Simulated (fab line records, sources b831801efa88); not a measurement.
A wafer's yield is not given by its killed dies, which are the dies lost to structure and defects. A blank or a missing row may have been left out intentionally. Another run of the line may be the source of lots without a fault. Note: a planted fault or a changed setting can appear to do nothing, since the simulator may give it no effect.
A struck lot beside a sound one | flow sky130 | 19 steps out of a route of 708
Sound: these wafers, L707.3, L707.5, L707.6. Struck: wafers L718.3, L718.4, L718.5. At the end, the cause is stated.
For every step that has rows: the tool of each side, followed by ch and its chambers, followed by its first start. Under that, the readings that differ: sound wafers | struck wafers | difference of the means | sigmas: that difference in standard deviations of wafers without a fault.
alike: same words and numbers on both sides, and readings whose means sit less than 2 such deviations apart. not compared: any withheld reading, any reading some wafer has no value for, any bound like >300 that may hide the same value, and any number with overlapping values for which the record gives no deviation.
A row with sigmas, a row that says differs or no value, or rows on one side alone: a step with any of these is where the two part. Non-overlapping numbers with no deviation appear without sigmas and do not part them. A reading missing from all wafers of one side parts the sides only when that side holds two or more wafers.

first, 4 steps without rows for these wafers: SKY_VT_ADJUST_LVTN_SOFTBAKE_14 (time 60 s); SKY_VT_ADJUST_LVTN_EXPOSE_15 (exposes mask HVN STD DERIVED, target cd 600 nm); SKY_VT_ADJUST_LVTN_PEB_16; SKY_VT_ADJUST_LVTN_DEVELOP_17 (develop time 60 s).
SKY_VT_ADJUST_LVTN_OVL_MEAS_18:
  struck on overlay-01, day 14 23:44; sound on overlay-01, day 10 23:14
  alike: VT_ADJUST_LVTN_01_OVL
following that, these wafers have no rows for 1 step: SKY_VT_ADJUST_LVTN_IMPLANT_19.
SKY_VT_ADJUST_LVTN_STRIP_20: strips in O2/N2.
  sound on plasma asher-04 ch 0,1, day 10 23:26; struck on plasma asher-02 ch 0,1, day 14 23:56
  alike: drypump motor current A, oes product au, strip time to endpoint s
  not compared: rf hours counter h
SKY_VT_ADJUST_LVTN_TW_MEAS_21:
  struck on film metro-01, day 15 00:01; sound on film metro-01, day 10 23:31
  alike: VT_ADJUST_LVTN_2_TW
then, 4 steps without rows for these wafers: SKY_VT_ADJUST_NCORE_DEHYDRATE_00 (time 60 s); SKY_VT_ADJUST_NCORE_HMDS_01 (prime time 60 s); SKY_VT_ADJUST_NCORE_COAT_02 (resist thk 1140 nm); SKY_VT_ADJUST_NCORE_SOFTBAKE_03 (time 60 s).
SKY_VT_ADJUST_NCORE_EXPOSE_04: exposes mask LVTN COMPLEMENT THIN, target cd 380 nm.
  sound on iline stepper-02 ch 0, day 11 11:50; struck on iline stepper-02 ch 0, day 15 13:29
  reading                                 | sound                | struck               | difference | sigmas
  model.VT_ADJUST_NCORE.overlay x nm (nm) | -1.384 -1.384 -1.384 | -124.2 -124.2 -124.2 | -122.8     |
  alike: mask
then, 2 steps without rows for these wafers: SKY_VT_ADJUST_NCORE_PEB_05; SKY_VT_ADJUST_NCORE_DEVELOP_06 (develop time 60 s).
SKY_VT_ADJUST_NCORE_CD_MEAS_07 targets a cd of 380 nm.
  struck on cd sem-02, day 16 03:16; sound on cd sem-01, day 11 23:46
  alike: cd nm
SKY_VT_ADJUST_NCORE_OVL_MEAS_08:
  struck on overlay-01, day 16 03:21; sound on overlay-02, day 11 23:51
  reading                  | sound         | struck               | difference | sigmas
  VT_ADJUST_NCORE_OVL (nm) | 0.6 -1.5 -2.2 | -125.6 -123.6 -125.3 | -123.8     | -77
following that, these wafers have no rows for 1 step: SKY_VT_ADJUST_NCORE_IMPLANT_09.
-- here the record skips 36 days between the struck wafers' starts before and after, leaving off in module VT_ADJUST_NCORE and picking up in module PAD_OPEN (first step shown: number 708 of the route) --
SKY_PAD_OPEN_PROBE_99:
  struck on prober-01, day 52 01:50; sound on prober-01, day 48 23:50
  reading                                   | sound                | struck               | difference | sigmas
  model.etest.sram nfet pass.drive ua um    | 482 468.2 496.6      | 525.9 533.5 536.4    | +49.7      |
  model.etest.sram nfet pass.off log10 a um | -12.79 -12.94 -12.74 | -12.3 -12.47 -12.28  | +0.5       |
  model.etest.sram nfet pass.vt sat v (V)   | 0.5838 0.6018 0.5678 | 0.5269 0.5244 0.5186 | -0.0612    |
  model.etest.sram nfet pass.vt v (V)       | 0.6793 0.7024 0.6679 | 0.6357 0.6264 0.6249 | -0.0542    |
  alike: killed_at_M0_to_M3, killed_at_M4_up, killed at contacts, killed at front end, killed at other, killed dies, killed open, killed short

== WHERE THEY PART ==
SKY_VT_ADJUST_NCORE_OVL_MEAS_08 only, going by this record. Later steps at which nothing parts them and some readings are alike: SKY_PAD_OPEN_PROBE_99.

WHY: what had been put in by the simulator
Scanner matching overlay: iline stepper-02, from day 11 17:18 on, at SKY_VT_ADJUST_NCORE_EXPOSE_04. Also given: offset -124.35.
